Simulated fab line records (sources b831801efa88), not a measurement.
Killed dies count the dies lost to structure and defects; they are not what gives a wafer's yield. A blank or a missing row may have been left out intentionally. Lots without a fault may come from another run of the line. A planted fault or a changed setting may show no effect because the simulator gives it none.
What tool caused it? ; flow sky130 ; 13 lots, 39 wafers sampled, at 6 steps of a route of 708

WHAT THE GAUGES SHOWED, per wafer
SKY_NWELL_OVL_MEAS_23. Usual: NWELL_01_OVL gives 0.7 nm (standard deviation 1.1).
lot;measured;on;NWELL_01_OVL (nm);flag
L511;day 5 07:41;overlay-01;1.2 2.3 2.5;
L512;day 5 13:02;overlay-01;1.8 1.0 1.1;
L514;day 5 22:21;overlay-01;-0.1 -0.5 0.9;
L516;day 6 12:26;overlay-01;2.6 1.8 0.3;
L515;day 6 12:59;overlay-01;0.3 0.7 0.6;
L518;day 7 00:29;overlay-01;-0.7 -2.0 -0.3;
L519;day 7 08:56;overlay-01;1.2 0.6 0.9;
L520;day 7 22:20;overlay-01;-0.4 -0.2 0.5;
L521;day 8 03:17;overlay-02;-1.0 -0.9 1.3;
L530;day 10 05:56;overlay-02;-0.6 -0.4 0.3;
L531;day 10 07:41;overlay-01;0.5 -0.6 -0.7;
L532;day 11 02:41;overlay-01;2.3 1.1 0.0;
L534;day 11 11:38;overlay-02;1.2 1.4 1.0;

SKY_VT_ADJUST_HVTP_TW_MEAS_11. Usual: VT_ADJUST_HVTP_TW gives 1318 (standard deviation 25).
lot;measured;on;VT_ADJUST_HVTP_TW;flag
L511;day 6 01:30;film_metro-02;1362 1365 1363;
L512;day 6 07:10;film_metro-02;1357 1361 1360;
L514;day 6 17:12;film_metro-01;1298 1291 1295;
L516;day 7 08:22;film_metro-04;1326 1322 1323;
L515;day 7 09:19;film_metro-02;1368 1367 1367;
L518;day 7 20:58;film_metro-04;1329 1327 1326;
L519;day 8 04:57;film_metro-01;1308 1303 1298;
L520;day 8 19:43;film_metro-01;1298 1290 1293;
L521;day 9 01:25;film_metro-01;1299 1293 1301;
L530;day 11 04:55;film_metro-01;1297 1289 1291;
L531;day 11 06:47;film_metro-02;1359 1363 1361;
L532;day 12 03:22;film_metro-01;1297 1289 1294;
L534;day 12 13:06;film_metro-01;1293 1291 1288;

SKY_VT_ADJUST_NCORE_CD_MEAS_07: target cd 380 nm. Usual: cd_nm at 380 nm, with a standard deviation of 3.
lot;measured;on;cd_nm (nm);flag
L511;day 8 10:59;cd_sem-01;373 373 373;
L512;day 8 18:14;cd_sem-01;382 384 383;
L514;day 9 04:23;cd_sem-01;383 384 386;
L516;day 9 21:56;cd_sem-02;378 378 380;
L515;day 9 22:37;cd_sem-02;380 383 380;
L518;day 10 12:50;cd_sem-02;382 382 384;
L519;day 10 20:52;cd_sem-01;381 380 380;
L520;day 11 13:34;cd_sem-02;- - -;OFF
L521;day 11 19:52;cd_sem-02;382 382 382;
L530;day 14 07:50;cd_sem-02;378 377 376;
L531;day 14 09:17;cd_sem-01;384 387 384;
L532;day 15 08:44;cd_sem-02;375 376 377;
L534;day 15 17:16;cd_sem-02;380 377 379;

SKY_VT_ADJUST_NCORE_TW_MEAS_11. Usual: VT_ADJUST_NCORE_TW gives 217 (standard deviation 5.4).
lot;measured;on;VT_ADJUST_NCORE_TW;flag
L511;day 8 11:24;film_metro-02;221 222 221;
L512;day 8 18:37;film_metro-02;222 223 222;
L514;day 9 04:47;film_metro-01;211 212 211;
L516;day 9 22:20;film_metro-03;221 221 222;
L515;day 9 23:00;film_metro-01;211 211 212;
L518;day 10 13:13;film_metro-02;222 220 222;
L519;day 10 21:17;film_metro-02;221 221 222;
L520;day 11 13:58;film_metro-03;30 30 30;OFF
L521;day 11 20:16;film_metro-03;221 221 222;
L530;day 14 08:13;film_metro-02;222 221 221;
L531;day 14 09:42;film_metro-01;209 209 210;
L532;day 15 09:08;film_metro-03;221 220 221;
L534;day 15 17:41;film_metro-01;214 214 213;

WHAT TOOL EACH LOT RAN ON (gives the tool, then ch and the chambers of the sampled wafers, and finally the start)
lot;SKY_NWELL_RTA_28;SKY_VT_ADJUST_NCORE_EXPOSE_04
L511;rtp_anneal-02 ch 0, day 5 08:05;iline_stepper-01 ch 0, day 8 01:13
L512;rtp_anneal-01 ch 0, day 5 13:27;iline_stepper-02 ch 0, day 8 08:02
L514;rtp_anneal-02 ch 0, day 5 22:45;iline_stepper-02 ch 0, day 8 18:15
L516;rtp_anneal-02 ch 0, day 6 12:51;iline_stepper-01 ch 0, day 9 10:47
L515;rtp_anneal-01 ch 0, day 6 13:24;iline_stepper-01 ch 0, day 9 12:01
L518;rtp_anneal-01 ch 0, day 7 00:55;iline_stepper-01 ch 0, day 10 01:34
L519;rtp_anneal-01 ch 0, day 7 09:20;iline_stepper-02 ch 0, day 10 09:52
L520;rtp_anneal-01 ch 0, day 7 22:45;iline_stepper-02 ch 0, day 11 01:59
L521;rtp_anneal-01 ch 0, day 8 03:41;iline_stepper-01 ch 0, day 11 08:17
L530;rtp_anneal-01 ch 0, day 10 06:21;iline_stepper-02 ch 0, day 13 18:56
L531;rtp_anneal-01 ch 0, day 10 08:05;iline_stepper-02 ch 0, day 13 20:29
L532;rtp_anneal-02 ch 0, day 11 03:05;iline_stepper-02 ch 0, day 14 19:20
L534;rtp_anneal-02 ch 0, day 11 12:02;iline_stepper-02 ch 0, day 15 04:44
- SKY_NWELL_RTA_28: time 30 s.
- SKY_VT_ADJUST_NCORE_EXPOSE_04: exposes mask LVTN COMPLEMENT THIN, target cd 380 nm.

WHAT THE TOOLS THEMSELVES READ (means of the sampled wafers that have a number; where no wafer has one, the mark that the record gives instead)
SKY_NWELL_RTA_28. Usual: anneal_temp_c_max 1056, standard deviation 3.4; lamp_power_pct 25.30 %, standard deviation 0.055; ramp_down_c_per_s 89.999, standard deviation 0.016; ramp_up_c_per_s 150.00, standard deviation 0.027; wafer_temp_C_max 1054.8, standard deviation 0.96.
lot;tool;anneal_temp_c_max;lamp_power_pct (%);ramp_down_c_per_s;ramp_up_c_per_s;wafer_temp_C_max;flag
L511;rtp_anneal-02;1053;25.34;90.002;150.00;1054.5;
L512;rtp_anneal-01;1060;25.31;89.995;150.01;1054.1;
L514;rtp_anneal-02;1052;25.29;90.002;149.96;1055.1;
L516;rtp_anneal-02;1052;25.27;89.994;150.02;1054.6;
L515;rtp_anneal-01;1060;25.26;90.003;150.02;1053.9;
L518;rtp_anneal-01;1059;25.29;89.995;150.01;1055.3;
L519;rtp_anneal-01;1062;25.23;89.990;150.00;1054.3;
L520;rtp_anneal-01;1058;25.37;90.003;150.01;1055.0;
L521;rtp_anneal-01;1059;25.28;89.991;149.99;1055.7;
L530;rtp_anneal-01;1059;25.29;90.015;150.01;1054.7;
L531;rtp_anneal-01;1059;25.34;90.003;149.99;1054.5;
L532;rtp_anneal-02;1053;25.34;90.014;149.98;1054.8;
L534;rtp_anneal-02;1052;25.28;89.995;150.01;1055.0;

THE ANSWER, worked out from the rows above alone
Rule: a lot counts as off when the mean over its wafers that have a number is more than 3 standard deviations away from the usual mean. Also off: a lot with no number at a reading for which 4 or more lots have one. The other lots that the step has rows for count as sound. The gauges are gone through in route order, then the tools' own readings, and for those a lot's mean is taken as printed above. At the first step where some lot is off, the reading lying furthest off is the one used; lots without a number count as furthest.
Off: L520 (SKY_VT_ADJUST_NCORE_CD_MEAS_07, cd_nm). Without a number there: L520.
A tool fits if, at a process step before that reading, it ran every lot that is off, and no sound lot after the first of them. Not tried: the gauges at SKY_VT_ADJUST_NCORE_CD_MEAS_07; whatever is off there is also off at SKY_VT_ADJUST_NCORE_TW_MEAS_11, on other tools, and gauge error can't account for it. No candidate that was tried fits.

WHAT HAD BEEN PUT IN BY THE SIMULATOR
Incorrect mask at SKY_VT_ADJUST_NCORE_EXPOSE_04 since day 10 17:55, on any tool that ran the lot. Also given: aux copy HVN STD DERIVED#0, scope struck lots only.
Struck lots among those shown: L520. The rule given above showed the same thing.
